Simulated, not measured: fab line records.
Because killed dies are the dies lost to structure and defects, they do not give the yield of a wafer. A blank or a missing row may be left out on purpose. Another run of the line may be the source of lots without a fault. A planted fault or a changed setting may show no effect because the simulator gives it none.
2 desks, one fault + flow sky130 + each desk has only its own numbers; what lay behind them comes last

AT THE METROLOGY DESK
What the gauges read for every lot (on any tool): the sampled wafers with a number, averaged. A lot is out of limits, marked OUT, if its mean lies more than 4 standard deviations from the usual mean; the brackets give that distance. Of its 9 readings 7 are shown: those that lie furthest out on some lot.
Columns: A = NWELL_01_OVL at SKY_NWELL_OVL_MEAS_23, usual -0.3 nm; B = NWELL_2_TW at SKY_NWELL_TW_MEAS_26, usual 502; C = NWELL_RS at SKY_NWELL_RS_MEAS_29, usual 624.2 ohm/sq; D = cd_nm at SKY_VT_ADJUST_HVTP_CD_MEAS_07, usual 380.9 nm; E = VT_ADJUST_HVTP_OVL at SKY_VT_ADJUST_HVTP_OVL_MEAS_08, usual 0.3 nm; F = VT_ADJUST_HVTP_TW at SKY_VT_ADJUST_HVTP_TW_MEAS_11, usual 1358; G = VT_ADJUST_LVTN_OVL at SKY_VT_ADJUST_LVTN_OVL_MEAS_07, usual 0.0 nm
| lot  | first seen here | A    | B   | C     | D     | E    | F    | G    |
|------|-----------------|------|-----|-------|-------|------|------|------|
| L694 | day 5 04:00     | 2.9  | 504 | 625.3 | 382.8 | -0.4 | 1371 | -1.0 |
| L697 | day 5 08:05     | 0.4  | 499 | 626.0 | 380.6 | 0.1  | 1371 | 0.5  |
| L696 | day 5 08:47     | -2.5 | 500 | 626.2 | 377.3 | -1.8 | 1340 | 0.7  |
| L708 | day 8 09:41     | -1.8 | 490 | 623.8 | 383.2 | 1.1  | 1336 | 1.1  |
| L709 | day 8 22:08     | -0.3 | 503 | 625.2 | 381.0 | 2.4  | 1331 | -1.4 |
| L713 | day 9 11:13     | -0.7 | 510 | 623.3 | 377.8 | 1.3  | 1358 | -1.7 |
This desk's verdict: no lot among the 6 shows anything out of limits.

FOR THE TOOL OWNER'S DESK: implanter-01
The tool's own readings at SKY_NWELL_IMPLANT_24: means of the sampled wafers that have a number, for each lot that ran on this tool. A lot is out of limits, marked OUT, if its mean lies more than 4 standard deviations from the usual mean; the brackets give that distance.
Columns: A = end_station_pressure_torr at SKY_NWELL_IMPLANT_24, usual 5.03e-06 Torr; B = faraday_current_uA at SKY_NWELL_IMPLANT_24, usual 51.9
| lot  | first seen here | A        | B    |
|------|-----------------|----------|------|
| L694 | day 5 22:08     | 5.20e-06 | 51.7 |
| L696 | day 6 02:14     | 4.97e-06 | 52.6 |
| L708 | day 9 06:48     | 4.97e-06 | 52.5 |
| L709 | day 9 20:15     | 4.98e-06 | 52.3 |
This desk's verdict: no lot among the 4 shows anything out of limits.

TAKEN TOGETHER
Nothing out of limits was seen by the metrology desk.
The desk of the tool owner found nothing out of limits.

WHAT HAD BEEN PUT IN BY THE SIMULATOR
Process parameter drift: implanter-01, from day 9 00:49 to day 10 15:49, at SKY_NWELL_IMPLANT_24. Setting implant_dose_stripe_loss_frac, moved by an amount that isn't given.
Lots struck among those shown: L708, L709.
